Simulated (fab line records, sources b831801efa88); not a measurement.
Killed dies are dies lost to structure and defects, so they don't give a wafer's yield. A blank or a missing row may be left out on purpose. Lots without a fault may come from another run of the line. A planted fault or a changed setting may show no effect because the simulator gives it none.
Chamber matching | flow gf180mcu | GF_V3_ETCH_16 on rie_diel-01: 4 sister chambers
The step etches BARC in N2/H2. 16 wafers are shown with their chamber, then 8 later ones without.

WAFERS WITH THEIR CHAMBER
wafer  | chamber | drypump_motor_current_A (A) | oes_product_au (a.u.) | throttle_valve_pct (%)
L905.1 | 0       | 5.6                         | 0.852                 | 13.225
L905.4 | 2       | 5.7                         | 0.859                 | 13.208
L905.5 | 0       | 5.6                         | 0.852                 | 13.235
L906.1 | 2       | 5.8                         | 0.853                 | 13.217
L906.3 | 3       | 5.8                         | 0.846                 | 13.246
L906.4 | 3       | 5.8                         | 0.851                 | 13.237
L910.1 | 0       | 5.6                         | 0.856                 | 13.215
L910.5 | 0       | 5.7                         | 0.855                 | 13.224
L910.6 | 3       | 5.8                         | 0.858                 | 13.220
L911.1 | 3       | 5.8                         | 0.846                 | 13.226
L911.2 | 1       | 6.3                         | 0.850                 | 13.206
L911.3 | 0       | 5.6                         | 0.854                 | 13.242
L913.2 | 3       | 5.8                         | 0.853                 | 13.203
L913.4 | 1       | 6.3                         | 0.851                 | 13.219
L913.5 | 0       | 5.6                         | 0.857                 | 13.206
L916.1 | 1       | 6.3                         | 0.854                 | 13.243

SIGNATURES (means of the wafers above)
reading                 | chamber 0 | chamber 1 | chamber 2 | chamber 3 | scatter within a chamber
drypump_motor_current_A | 5.617     | 6.300     | 5.750     | 5.800     | 0.0333
oes_product_au          | 0.85433   | 0.85167   | 0.85600   | 0.85080   | 0.00354
throttle_valve_pct      | 13.22450  | 13.22267  | 13.21250  | 13.22640  | 0.0149
Rule: a wafer's distance from a chamber is the root of the sum, over the readings, of the square of ((its reading less the chamber's mean) divided by the reading's scatter). The wafer belongs to the nearest chamber; if the next one is less than 2 further off, it can't be placed. The scatter: the root of (the sum of the squares of (reading less its chamber's mean) over the shown wafers, divided by (wafers less chambers)).

WAFERS WITHOUT THEIR CHAMBER
wafer  | drypump_motor_current_A (A) | oes_product_au (a.u.) | throttle_valve_pct (%)
L916.2 | 5.8                         | 0.852                 | 13.216
L916.6 | 5.8                         | 0.857                 | 13.218
L923.1 | 6.3                         | 0.850                 | 13.223
L923.3 | 5.8                         | 0.853                 | 13.202
L923.5 | 6.2                         | 0.856                 | 13.216
L924.1 | 5.8                         | 0.857                 | 13.243
L924.2 | 6.3                         | 0.862                 | 13.221
L924.3 | 5.6                         | 0.851                 | 13.244

WHICH CHAMBER EACH WENT THROUGH
wafer  | from the rows above     | in truth
L916.2 | can't be placed: 3 or 2 | 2
L916.6 | can't be placed: 2 or 3 | 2
L923.1 | 1                       | 1
L923.3 | can't be placed: 3 or 2 | 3
L923.5 | 1                       | 1
L924.1 | can't be placed: 3 or 2 | 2
L924.2 | 1                       | 1
L924.3 | 0                       | 0
Placed correctly: 4 of 8. Can't be placed from these rows: 4 (the true chamber is among the candidates in 4). Placed wrongly: 0.
